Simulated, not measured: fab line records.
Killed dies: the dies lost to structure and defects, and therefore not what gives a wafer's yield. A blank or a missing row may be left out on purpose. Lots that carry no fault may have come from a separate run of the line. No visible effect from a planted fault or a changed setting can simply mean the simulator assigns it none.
A struck lot beside a sound one / flow sky130 / 15 steps out of a route of 708
Sound: these wafers, L211.3, L211.5, L211.6. The struck wafers were L224.1, L224.2, L224.4. The cause is given at the end.
For every step that has rows: the tool of each side, followed by ch and its chambers, followed by its first start. Under that, the readings that differ: sound wafers / struck wafers / difference of the means / sigmas: that difference in standard deviations of wafers without a fault.
alike: a reading whose means differ by less than 2 such deviations, as well as words and numbers matching on both sides. not compared: withheld readings; readings where some wafer has no value; bounds like >300 that might hide an equal value; numbers whose values overlap and for which the record gives no deviation.
A row with sigmas, a row that says differs or no value, or rows on one side alone: a step with any of these is where the two part. Non-overlapping numbers with no deviation appear without sigmas and do not part them. Lack of a reading on every wafer of one side parts them only where that side has two or more wafers.

first, 2 steps without rows for these wafers: SKY_POLY_GATE_CLEAN_19 (cleans in SC1/SC2, time 150 s); SKY_POLY_GATE_OXIDATION_20 (stabilise 600 s, purge 300 s, target thk 4 nm).
SKY_POLY_GATE_THK_MEAS_21:
  sound on film_metro-02, day 20 11:41; struck on film_metro-03, day 24 20:32
  alike: POLY_GATE_OXIDATION_THK
SKY_POLY_GATE_CD_MEAS_22:
  sound on cd_sem-01, day 20 11:46; struck on cd_sem-02, day 24 20:43
  alike: cd_nm
then, 7 steps without rows for these wafers: SKY_LDD_N_DEHYDRATE_00 (time 60 s); SKY_LDD_N_HMDS_01 (prime time 60 s); SKY_LDD_N_COAT_02 (resist thk 300 nm); SKY_LDD_N_SOFTBAKE_03 (time 60 s); SKY_LDD_N_EXPOSE_04 (exposes mask NTM, target cd 840 nm); SKY_LDD_N_PEB_05; SKY_LDD_N_DEVELOP_06 (develop time 60 s).
SKY_LDD_N_OVL_MEAS_07:
  sound on overlay-01, day 21 18:57; struck on overlay-01, day 26 01:11
  alike: LDD_N_OVL
SKY_LDD_N_IMPLANT_08:
  sound on implanter-01 ch 0, day 21 19:02; struck on implanter-01 ch 0, day 26 01:14
reading=beam_on_s (s); sound=10.07 9.84 9.91; struck=12.01 11.57 11.50; difference=+1.75; sigmas=+9
reading=end_station_pressure_torr (Torr); sound=5.13e-06 5.11e-06 5.65e-06; struck=8.772e-05 8.824e-05 7.221e-05; difference=+7.743e-05; sigmas=+99 or more
reading=faraday_current_uA; sound=419 427 427; struck=347 361 365; difference=-67; sigmas=-8
following that, these wafers have no rows for 1 step: SKY_LDD_N_IMPLANT_09.
SKY_PAD_OPEN_PROBE_99:
  rows exist in the record for the sound wafers here (prober-01, day 48 14:11), none for the struck ones

## WHERE THEY PART
First at SKY_LDD_N_IMPLANT_08; last, within this record, at SKY_PAD_OPEN_PROBE_99.

WHY: what had been put in by the simulator
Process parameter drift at SKY_LDD_N_IMPLANT_08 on implanter-01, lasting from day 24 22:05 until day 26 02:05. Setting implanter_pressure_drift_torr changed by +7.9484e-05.
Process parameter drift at SKY_LDD_N_IMPLANT_08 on implanter-01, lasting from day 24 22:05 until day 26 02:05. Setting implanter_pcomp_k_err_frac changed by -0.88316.
